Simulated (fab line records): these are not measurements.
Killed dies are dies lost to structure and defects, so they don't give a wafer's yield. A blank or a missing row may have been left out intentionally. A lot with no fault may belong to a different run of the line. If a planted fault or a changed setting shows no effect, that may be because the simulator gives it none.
fab line records + flow gf180mcu
[record]
- lots = 12
- wafers = 36
- last-day = 34
route steps=602 shown M4@456 V4@488 MIM@504
lots with no fault: from the same line, run without faults
start-h: hours from the record's opening day to when the first of the lot's shown wafers began + wait-h: hours elapsed since this lot's preceding step + " identical to the entry in the row above + L1.1+2: several wafers, shown together as one row + - value missing, or start not given + * or withheld: withheld + < > ~ a bound
route shown NAME@n: names a module that has steps shown in the file, with the first one's number in the route + usual: mean and standard deviation over wafers with no fault + same: alike in all rows + chamber/n: place in a boat + sites: the reading at each site + _std_site: standard deviation across them + _edge_site: mean of outer sites minus mean of inner sites + radius-mm: how far each site lies from the wafer's centre + mask NAME#n: copy n + behind: tool/chamber where the wafer was last shaped + hold: why the lot was held/for how many hours/how that ended + device: transistor that didn't switch, given as n, p or np + end of line: the route-end tests of the same wafers + step lacking rows: just its recipe + killed: dies that structure and defects cost at the first sort, which is not the same as the wafer's yield + map: a wafer's dies, x killed, . not, _ none there
set.NAME: setting as actually run; set.NAME@STEP: the setting as run at that earlier step + model.NAME: the simulator's own value behind a step, which no gauge read
one table for each step of the route and one row for each wafer, over a sample of lots
services: from which hour (start-h, from the record's first day; less than 0 if before it) a tool's chamber was out of use, for how many hours, and why
[[steps]]
[step GF_M4_SPUTTER_00]
[recipe]
- material = Ti
- target-thk-nm = 37.5
- arriving-ion-energy-ev = 80
- substrate-temp-c = 200
- chamber-pressure-pa = 2
- power-w = 4000
- time-s = 150
[usual]
- throttle-valve-pct = 29.8/1.1
| lot.wafer | tool           | chamber | start-h | wait-h | throttle-valve-pct |
|-----------|----------------|---------|---------|--------|--------------------|
| L451.1    | pvd-sputter-03 | -       | 514.74  | 0.1    | 29.5               |
| L451.2    | "              | -       | "       | "      | 27.5               |
| L451.4    | "              | -       | "       | "      | 30.1               |
| L455.2    | pvd-sputter-03 | -       | 547.83  | 0.1    | 30.1               |
| L455.4    | "              | -       | "       | "      | 27.5               |
| L455.5    | "              | -       | "       | "      | 29.5               |
| L458.4    | pvd-sputter-04 | -       | 568.72  | 0.1    | 28.3               |
| L458.5    | "              | -       | "       | "      | 29.3               |
| L458.6    | "              | -       | "       | "      | 29.5               |
| L465.1    | pvd-sputter-01 | -       | 632.54  | 0.1    | 30.0               |
| L465.3    | "              | -       | "       | "      | 31.5               |
| L465.4    | "              | -       | "       | "      | 29.0               |
| L466.1    | pvd-sputter-04 | -       | 640.30  | 0.1    | 29.5               |
| L466.2    | "              | -       | "       | "      | 28.0               |
| L466.4    | "              | -       | "       | "      | 31.5               |
| L468.3    | pvd-sputter-03 | -       | 647.66  | 0.1    | 30.4               |
| L468.5    | "              | -       | "       | "      | 30.6               |
| L468.6    | "              | -       | "       | "      | 27.4               |
| L467.4    | pvd-sputter-01 | -       | 652.15  | 0.1    | 30.8               |
| L467.5    | "              | -       | "       | "      | 29.1               |
| L467.6    | "              | -       | "       | "      | 30.8               |
| L469.1    | pvd-sputter-04 | -       | 656.12  | 0.1    | 28.1               |
| L469.2    | "              | -       | "       | "      | 29.7               |
| L469.3    | "              | -       | "       | "      | 31.3               |
| L470.1    | pvd-sputter-04 | -       | 664.44  | 0.2    | 28.1               |
| L470.2    | "              | -       | "       | "      | 29.4               |
| L470.4    | "              | -       | "       | "      | 29.5               |
| L472.1    | pvd-sputter-01 | -       | 680.49  | 0.1    | 31.1               |
| L472.2    | "              | -       | "       | "      | 30.3               |
| L472.6    | "              | -       | "       | "      | 29.0               |
| L473.2    | pvd-sputter-01 | -       | 687.09  | 0.2    | 31.0               |
| L473.3    | "              | -       | "       | "      | 30.2               |
| L473.4    | "              | -       | "       | "      | 29.0               |
| L474.1    | pvd-sputter-04 | -       | 695.23  | 0.1    | 31.6               |
| L474.3    | "              | -       | "       | "      | 29.7               |
| L474.4    | "              | -       | "       | "      | 29.4               |
[step GF_V4_PEB_12]
[recipe]
- peb-temp-c = 135
- peb-time-s = 90
- resist = KrF
[usual]
- chill-plate-temp-C = 22.98/0.1
- heater-power-total-W = 85.70/0.079
| lot.wafer | tool           | chamber | start-h | wait-h | chill-plate-temp-C | heater-power-total-W |
|-----------|----------------|---------|---------|--------|--------------------|----------------------|
| L451.1    | litho-track-04 | 0       | 561.60  | -      | 23.12              | 85.64                |
| L451.2    | "              | 0       | "       | "      | 23.11              | 85.80                |
| L451.4    | "              | 0       | "       | "      | 22.90              | 85.83                |
| L455.2    | litho-track-04 | 0       | 588.58  | -      | 22.90              | 94.42                |
| L455.4    | "              | 0       | "       | "      | 22.99              | 85.67                |
| L455.5    | "              | 0       | "       | "      | 22.99              | 94.21                |
| L458.4    | litho-track-04 | 0       | 614.80  | -      | 23.06              | 85.60                |
| L458.5    | "              | 0       | "       | "      | 23.05              | 94.28                |
| L458.6    | "              | 0       | "       | "      | 23.05              | 85.69                |
| L465.1    | litho-track-02 | 0       | 672.24  | -      | 23.04              | 85.57                |
| L465.3    | "              | 0       | "       | "      | 22.95              | 85.72                |
| L465.4    | "              | 0       | "       | "      | 22.97              | 85.72                |
| L466.1    | litho-track-04 | 0       | 678.94  | -      | 22.98              | 85.59                |
| L466.2    | "              | 0       | "       | "      | 22.92              | 85.70                |
| L466.4    | "              | 0       | "       | "      | 22.97              | 85.70                |
| L468.3    | litho-track-04 | 0       | 686.61  | -      | 22.97              | 85.86                |
| L468.5    | "              | 0       | "       | "      | 23.07              | 85.67                |
| L468.6    | "              | 0       | "       | "      | 23.02              | 85.78                |
| L467.4    | litho-track-02 | 0       | 691.64  | -      | 23.05              | 85.61                |
| L467.5    | "              | 0       | "       | "      | 23.03              | 85.82                |
| L467.6    | "              | 0       | "       | "      | 22.88              | 85.64                |
| L469.1    | litho-track-04 | 0       | 695.29  | -      | 22.94              | 85.72                |
| L469.2    | "              | 0       | "       | "      | 22.97              | 85.71                |
| L469.3    | "              | 0       | "       | "      | 22.88              | 85.68                |
| L470.1    | litho-track-04 | 0       | 702.94  | -      | 22.99              | 85.80                |
| L470.2    | "              | 0       | "       | "      | 22.96              | 85.72                |
| L470.4    | "              | 0       | "       | "      | 22.81              | 85.84                |
| L472.1    | litho-track-02 | 0       | 716.44  | -      | 23.02              | 85.65                |
| L472.2    | "              | 0       | "       | "      | 23.01              | 85.58                |
| L472.6    | "              | 0       | "       | "      | 23.02              | 85.68                |
| L473.2    | litho-track-04 | 0       | 723.53  | -      | 22.97              | 85.75                |
| L473.3    | "              | 0       | "       | "      | 22.87              | 85.69                |
| L473.4    | "              | 0       | "       | "      | 22.84              | 85.80                |
| L474.1    | litho-track-04 | 0       | 732.19  | -      | 23.09              | 85.73                |
| L474.3    | "              | 0       | "       | "      | 23.21              | 85.79                |
| L474.4    | "              | 0       | "       | "      | 23.05              | 85.78                |
[step GF_V4_CD_MEAS_14]
[recipe]
- target-cd-nm = 260
[usual]
- cd-nm = 259.9/1.1
| lot.wafer | tool      | chamber | start-h | wait-h | cd-nm |
|-----------|-----------|---------|---------|--------|-------|
| L451.1    | cd-sem-01 | -       | 561.95  | 0.1    | 260.6 |
| L451.2    | "         | -       | "       | "      | 259.9 |
| L451.4    | "         | -       | "       | "      | 260.6 |
| L455.2    | cd-sem-02 | -       | 588.92  | 0.1    | 252.5 |
| L455.4    | "         | -       | "       | "      | 260.2 |
| L455.5    | "         | -       | "       | "      | 252.8 |
| L458.4    | cd-sem-02 | -       | 615.11  | 0.1    | 260.4 |
| L458.5    | "         | -       | "       | "      | 252.3 |
| L458.6    | "         | -       | "       | "      | 261.8 |
| L465.1    | cd-sem-02 | -       | 672.59  | 0.1    | 261.8 |
| L465.3    | "         | -       | "       | "      | 260.8 |
| L465.4    | "         | -       | "       | "      | 261.8 |
| L466.1    | cd-sem-02 | -       | 679.29  | 0.1    | 259.4 |
| L466.2    | "         | -       | "       | "      | 259.8 |
| L466.4    | "         | -       | "       | "      | 260.0 |
| L468.3    | cd-sem-01 | -       | 686.93  | 0.1    | 261.1 |
| L468.5    | "         | -       | "       | "      | 260.7 |
| L468.6    | "         | -       | "       | "      | 259.7 |
| L467.4    | cd-sem-01 | -       | 692.26  | 0.4    | 260.0 |
| L467.5    | "         | -       | "       | "      | 260.9 |
| L467.6    | "         | -       | "       | "      | 260.8 |
| L469.1    | cd-sem-01 | -       | 695.64  | 0.1    | 262.2 |
| L469.2    | "         | -       | "       | "      | 261.9 |
| L469.3    | "         | -       | "       | "      | 261.7 |
| L470.1    | cd-sem-02 | -       | 703.29  | 0.1    | 257.7 |
| L470.2    | "         | -       | "       | "      | 257.1 |
| L470.4    | "         | -       | "       | "      | 257.8 |
| L472.1    | cd-sem-02 | -       | 716.79  | 0.1    | 260.6 |
| L472.2    | "         | -       | "       | "      | 259.3 |
| L472.6    | "         | -       | "       | "      | 260.2 |
| L473.2    | cd-sem-02 | -       | 723.86  | 0.1    | 260.0 |
| L473.3    | "         | -       | "       | "      | 258.3 |
| L473.4    | "         | -       | "       | "      | 259.6 |
| L474.1    | cd-sem-01 | -       | 732.54  | 0.1    | 258.6 |
| L474.3    | "         | -       | "       | "      | 257.9 |
| L474.4    | "         | -       | "       | "      | 259.5 |
[step GF_V4_RS_MEAS_24]
[recipe]
- thk-meas-gauge = four-point-probe
- reads = W_of_V4_CVD_23+TiN_of_V4_SPUTTER_22+Ti_of_V4_SPUTTER_21
[usual]
- V4_W_RS = 0.3296/0.0027
| lot.wafer | tool          | chamber | start-h | wait-h | V4_W_RS[ohm/sq] |
|-----------|---------------|---------|---------|--------|-----------------|
| L451.1    | film-metro-03 | -       | 562.98  | 0.1    | 0.3277          |
| L451.2    | "             | -       | "       | "      | 0.3236          |
| L451.4    | "             | -       | "       | "      | 0.3292          |
| L455.2    | film-metro-03 | -       | 589.95  | 0.1    | 0.3276          |
| L455.4    | "             | -       | "       | "      | 0.3299          |
| L455.5    | "             | -       | "       | "      | 0.3283          |
| L458.4    | film-metro-03 | -       | 616.14  | 0.1    | 0.3281          |
| L458.5    | "             | -       | "       | "      | 0.3288          |
| L458.6    | "             | -       | "       | "      | 0.3300          |
| L465.1    | film-metro-03 | -       | 673.68  | 0.1    | 0.3310          |
| L465.3    | "             | -       | "       | "      | 0.3287          |
| L465.4    | "             | -       | "       | "      | 0.3293          |
| L466.1    | film-metro-03 | -       | 680.33  | 0.1    | 0.3209          |
| L466.2    | "             | -       | "       | "      | 0.3283          |
| L466.4    | "             | -       | "       | "      | 0.3261          |
| L468.3    | film-metro-03 | -       | 687.97  | 0.1    | 0.3262          |
| L468.5    | "             | -       | "       | "      | 0.3279          |
| L468.6    | "             | -       | "       | "      | 0.3285          |
| L467.4    | film-metro-01 | -       | 693.29  | 0.1    | 0.3348          |
| L467.5    | "             | -       | "       | "      | 0.3284          |
| L467.6    | "             | -       | "       | "      | 0.3331          |
| L469.1    | film-metro-03 | -       | 696.68  | 0.1    | 0.3244          |
| L469.2    | "             | -       | "       | "      | 0.3291          |
| L469.3    | "             | -       | "       | "      | 0.3341          |
| L470.1    | film-metro-04 | -       | 704.33  | 0.1    | 0.3321          |
| L470.2    | "             | -       | "       | "      | 0.3267          |
| L470.4    | "             | -       | "       | "      | 0.3306          |
| L472.1    | film-metro-04 | -       | 717.86  | 0.1    | 0.3316          |
| L472.2    | "             | -       | "       | "      | 0.3322          |
| L472.6    | "             | -       | "       | "      | 0.3290          |
| L473.2    | film-metro-03 | -       | 724.93  | 0.1    | 0.3323          |
| L473.3    | "             | -       | "       | "      | 0.3339          |
| L473.4    | "             | -       | "       | "      | 0.3327          |
| L474.1    | film-metro-04 | -       | 733.57  | 0.1    | 0.3306          |
| L474.3    | "             | -       | "       | "      | 0.3287          |
| L474.4    | "             | -       | "       | "      | 0.3275          |
[step GF_MIM_SPUTTER_01]
[recipe]
- material = TiN
- target-thk-nm = 30
- power-w = 6500
- time-s = 25
- chamber-pressure-pa = 0.4
[usual]
- throttle-valve-pct = 29.7/1.1
| lot.wafer | tool           | chamber | start-h | wait-h | throttle-valve-pct |
|-----------|----------------|---------|---------|--------|--------------------|
| L451.1    | pvd-sputter-03 | -       | 563.56  | 0.1    | 30.1               |
| L451.2    | "              | -       | "       | "      | 29.3               |
| L451.4    | "              | -       | "       | "      | 27.5               |
| L455.2    | pvd-sputter-03 | -       | 590.51  | 0.1    | 30.1               |
| L455.4    | "              | -       | "       | "      | 29.6               |
| L455.5    | "              | -       | "       | "      | 30.0               |
| L458.4    | pvd-sputter-03 | -       | 616.67  | 0.0    | 29.5               |
| L458.5    | "              | -       | "       | "      | 29.3               |
| L458.6    | "              | -       | "       | "      | 27.8               |
| L465.1    | pvd-sputter-01 | -       | 674.30  | 0.1    | 30.8               |
| L465.3    | "              | -       | "       | "      | 31.2               |
| L465.4    | "              | -       | "       | "      | 30.1               |
| L466.1    | pvd-sputter-03 | -       | 680.91  | 0.1    | 30.1               |
| L466.2    | "              | -       | "       | "      | 29.5               |
| L466.4    | "              | -       | "       | "      | 29.0               |
| L468.3    | pvd-sputter-02 | -       | 688.51  | 0.1    | 29.5               |
| L468.5    | "              | -       | "       | "      | 30.0               |
| L468.6    | "              | -       | "       | "      | 30.5               |
| L467.4    | pvd-sputter-03 | -       | 693.81  | 0.1    | 27.4               |
| L467.5    | "              | -       | "       | "      | 27.5               |
| L467.6    | "              | -       | "       | "      | 30.4               |
| L469.1    | pvd-sputter-01 | -       | 697.26  | 0.1    | 30.9               |
| L469.2    | "              | -       | "       | "      | 31.5               |
| L469.3    | "              | -       | "       | "      | 29.9               |
| L470.1    | pvd-sputter-03 | -       | 704.91  | 0.1    | 30.2               |
| L470.2    | "              | -       | "       | "      | 27.4               |
| L470.4    | "              | -       | "       | "      | 29.4               |
| L472.1    | pvd-sputter-01 | -       | 718.44  | 0.1    | 28.9               |
| L472.2    | "              | -       | "       | "      | 31.4               |
| L472.6    | "              | -       | "       | "      | 30.6               |
| L473.2    | pvd-sputter-03 | -       | 725.49  | 0.1    | 29.4               |
| L473.3    | "              | -       | "       | "      | 29.1               |
| L473.4    | "              | -       | "       | "      | 30.0               |
| L474.1    | pvd-sputter-01 | -       | 734.15  | 0.1    | 31.1               |
| L474.3    | "              | -       | "       | "      | 31.6               |
| L474.4    | "              | -       | "       | "      | 29.0               |
[[services]]
| tool           | chamber | start-h | hours | kind                   |
|----------------|---------|---------|-------|------------------------|
| pvd-sputter-01 | -       | 571.73  | 1.6   | repair                 |
| pvd-sputter-04 | 2       | 578.89  | -     | consumable-replace:kit |
| pvd-sputter-04 | 2       | 578.89  | 18.0  | scheduled-down         |
| pvd-sputter-04 | 2       | 578.89  | 18.0  | vent-cycle             |
| pvd-sputter-02 | -       | 602.32  | 5.0   | repair                 |
| pvd-sputter-01 | 1       | 610.57  | -     | consumable-replace:kit |
| pvd-sputter-01 | 1       | 610.57  | 18.0  | scheduled-down         |
| pvd-sputter-01 | 1       | 610.57  | 18.0  | vent-cycle             |
| pvd-sputter-03 | 3       | 613.58  | -     | consumable-replace:kit |
| pvd-sputter-03 | 3       | 613.58  | 18.0  | scheduled-down         |
| pvd-sputter-03 | 3       | 613.58  | 18.0  | vent-cycle             |
| pvd-sputter-02 | -       | 632.04  | 21.4  | repair                 |
| pvd-sputter-02 | 0       | 672.99  | -     | consumable-replace:kit |
| pvd-sputter-02 | 0       | 672.99  | 18.0  | scheduled-down         |
| pvd-sputter-02 | 0       | 672.99  | 18.0  | vent-cycle             |
| pvd-sputter-01 | 0       | 688.59  | -     | consumable-replace:kit |
| pvd-sputter-01 | 0       | 688.59  | 18.0  | scheduled-down         |
| pvd-sputter-01 | 0       | 688.59  | 18.0  | vent-cycle             |
[[key]]
[first-sign]
- step = GF_V4_PEB_12
- reading = heater-power-total-W
- direction = up
- sigmas = 99+
- usual = 85.70
- struck = 94.30
[effect]
- step = GF_V4_CD_MEAS_14
- reading = cd-nm
- direction = down
- sigmas = 6.9
- usual = 259.9
- struck = 252.6
met-at GF_V4_PEB_12
struck-lots L455,L458
struck-wafers L455.2,L455.5,L458.5
not-acting-at GF_M4_SPUTTER_00,GF_V4_RS_MEAS_24,GF_MIM_SPUTTER_01
onset-between 561.60 588.58
[fault]
- kind = process-parameter-drift
- tool = litho-track-04
- chamber = -
- onset-h = 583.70
- steps = GF_V4_PEB_12
- channel = peb-time-s
- offset = *
- shape = step
- end-h = 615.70
- scope = struck-wafers-only
- acts-in = *
- stated = *
